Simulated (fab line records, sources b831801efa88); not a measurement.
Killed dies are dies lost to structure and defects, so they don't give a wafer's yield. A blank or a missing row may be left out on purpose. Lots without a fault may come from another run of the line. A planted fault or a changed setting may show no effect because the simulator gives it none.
Chamber matching | flow sky130 | SKY_FIELD_ISO_ETCH_17 on rie_si-01: 4 sister chambers
The step etches Si in HBr/Cl2/O2, target depth 342 nm, time 97.7 s. 14 wafers are shown with their chamber, then 7 later ones without.

WAFERS WITH THEIR CHAMBER
wafer  | chamber | drypump_motor_current_A (A) | run_length_s (s) | oes_product_au (a.u.)
L390.1 | 2       | 4.9                         | 126.1            | 0.998
L390.4 | 1       | 4.8                         | 126.2            | 1.011
L390.6 | 0       | 6.4                         | 126.0            | 0.999
L391.4 | 1       | 4.8                         | 126.0            | 1.022
L391.5 | 2       | 4.9                         | 126.2            | 1.015
L391.6 | 3       | 6.2                         | 125.4            | 0.996
L393.1 | 2       | 4.9                         | 126.1            | 1.004
L393.3 | 3       | 6.2                         | 125.8            | 0.993
L393.5 | 1       | 4.9                         | 126.0            | 1.010
L398.1 | 1       | 4.8                         | 126.8            | 1.008
L398.3 | 0       | 6.4                         | 125.9            | 0.992
L398.4 | 3       | 6.2                         | 125.9            | 1.003
L399.2 | 0       | 6.4                         | 126.0            | 1.009
L399.4 | 3       | 6.2                         | 125.7            | 1.003

SIGNATURES (means of the wafers above)
reading                 | chamber 0 | chamber 1 | chamber 2 | chamber 3 | scatter within a chamber
drypump_motor_current_A | 6.400     | 4.825     | 4.900     | 6.200     | 0.0274
run_length_s            | 125.967   | 126.250   | 126.133   | 125.700   | 0.242
oes_product_au          | 1.00000   | 1.01275   | 1.00567   | 0.99875   | 0.007
Rule: a wafer's distance from a chamber is the root of the sum, over the readings, of the square of ((its reading less the chamber's mean) divided by the reading's scatter). The wafer belongs to the nearest chamber; if the next one is less than 2 further off, it can't be placed. The scatter: the root of (the sum of the squares of (reading less its chamber's mean) over the shown wafers, divided by (wafers less chambers)).

WAFERS WITHOUT THEIR CHAMBER
wafer  | drypump_motor_current_A (A) | run_length_s (s) | oes_product_au (a.u.)
L399.6 | 6.2                         | 125.3            | 1.009
L402.2 | 4.8                         | 126.3            | 1.019
L402.3 | 6.4                         | 125.8            | 1.002
L402.6 | 6.2                         | 126.0            | 0.999
L409.5 | 4.8                         | 126.1            | 1.003
L410.1 | 4.9                         | 126.1            | 1.010
L410.6 | 4.9                         | 125.9            | 1.012

WHICH CHAMBER EACH WENT THROUGH
wafer  | from the rows above     | in truth
L399.6 | 3                       | 3
L402.2 | 1                       | 1
L402.3 | 0                       | 0
L402.6 | 3                       | 3
L409.5 | can't be placed: 1 or 2 | 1
L410.1 | 2                       | 2
L410.6 | can't be placed: 2 or 1 | 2
Placed correctly: 5 of 7. Can't be placed from these rows: 2 (the true chamber is among the candidates in 2). Placed wrongly: 0.
